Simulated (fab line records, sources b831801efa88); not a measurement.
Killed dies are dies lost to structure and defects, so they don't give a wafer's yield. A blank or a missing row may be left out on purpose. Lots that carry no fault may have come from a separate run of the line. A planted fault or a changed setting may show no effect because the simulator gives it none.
Comparing a struck lot with a sound one -- flow gf180mcu -- 14 out of 602 route steps
Sound: these wafers, L234.1, L234.3, L234.6. Struck: wafers L242.2, L242.3, L242.5. The cause comes at the end.
Each step with rows lists, per side, the tool, then ch with its chambers, then its first start. Under that, the readings that differ: sound wafers -- struck wafers -- difference of the means -- sigmas: that difference in standard deviations of wafers without a fault.
alike: a reading whose means differ by less than 2 such deviations, as well as words and numbers matching on both sides. not compared: withheld readings; readings where some wafer has no value; bounds like >300 that might hide an equal value; numbers whose values overlap and for which the record gives no deviation.
A row with sigmas, a row that says differs or no value, or rows on one side alone: a step with any of these is where the two part. Numbers that don't overlap but have no deviation are shown without sigmas and don't part them. Lack of a reading on every wafer of one side parts them only where that side has two or more wafers.

first, 4 steps without rows for these wafers: GF_V4_SOFTBAKE_10 (time 60 s); GF_V4_EXPOSE_11 (exposes mask Via4, target cd 260 nm); GF_V4_PEB_12 (peb time 90 s); GF_V4_DEVELOP_13 (develop time 60 s).
GF_V4_CD_MEAS_14 targets a cd of 260 nm.
  sound: cdSem-01 at day 25 06:58; struck: cdSem-01 at day 28 17:01
  alike: cdNm
GF_V4_OVL_MEAS_15:
  sound: overlay-02 at day 25 07:05; struck: overlay-01 at day 28 17:07
  alike: V4_OVL
GF_V4_ETCH_16: etches BARC in N2/H2.
  sound on rieDiel-01 ch 1,2, day 25 07:08; struck on rieDiel-01 ch 0,1, day 28 17:09
reading,sound,struck,difference,sigmas
throttleValvePct (%),13.233 13.235 13.226,13.209 13.211 13.206,-0.023,-3
  alike: drypumpMotorCurrentA, n2FlowSccm, oesProductAu
GF_V4_ETCH_17: etches SiO2 in C4F8/O2/Ar, stops on TiN, target depth 630 nm.
  sound on rieDiel-01 ch 1,2; struck on rieDiel-01 ch 0,1
  alike: oesProductAu
GF_V4_STRIP_18: strips in O2/N2.
  sound on plasmaAsher-02 ch 0,1, day 25 07:16; struck on plasmaAsher-03 ch 0,1, day 28 17:17
  alike: drypumpMotorCurrentA, heaterPowerW, n2FlowSccm, oesProductAu
  not compared: rfHoursCounterH
then, 2 steps without rows for these wafers: GF_V4_STRIP_19 (strips in post etch residue remover, time 1200 s); GF_V4_CLEAN_20 (cleans in DIW).
GF_V4_SPUTTER_21: material Ti, target thk 15 nm, time 80.02 s.
  sound: pvdSputter-03 at day 25 07:47; struck: pvdSputter-03 at day 28 17:52
  alike: chamberPressurePa, throttleValvePct
GF_V4_SPUTTER_22: material TiN, target thk 10 nm, time 40 s.
  sound: pvdSputter-03 at day 25 07:51; struck: pvdSputter-03 at day 28 17:55
reading,sound,struck,difference,sigmas
model.TiN_of_V4_SPUTTER_22.thkNm (nm),10.17 9.897 9.832,4.969 4.976 5.125,-4.943,
  alike: chamberPressurePa, throttleValvePct
GF_V4_CVD_23: deposits W, target thk 350 nm, time 104.9 s.
  sound on cvdW-02 ch 1, day 25 07:53; struck on cvdW-01 ch 0,1, day 28 17:58
  alike: heaterPowerW

WHERE THEY PART
At GF_V4_ETCH_16 and nowhere else, as far as this record goes. Later steps at which nothing parts them and some readings are alike: GF_V4_ETCH_17, GF_V4_STRIP_18, GF_V4_SPUTTER_21, GF_V4_SPUTTER_22, GF_V4_CVD_23.

WHY: what the simulator had put in
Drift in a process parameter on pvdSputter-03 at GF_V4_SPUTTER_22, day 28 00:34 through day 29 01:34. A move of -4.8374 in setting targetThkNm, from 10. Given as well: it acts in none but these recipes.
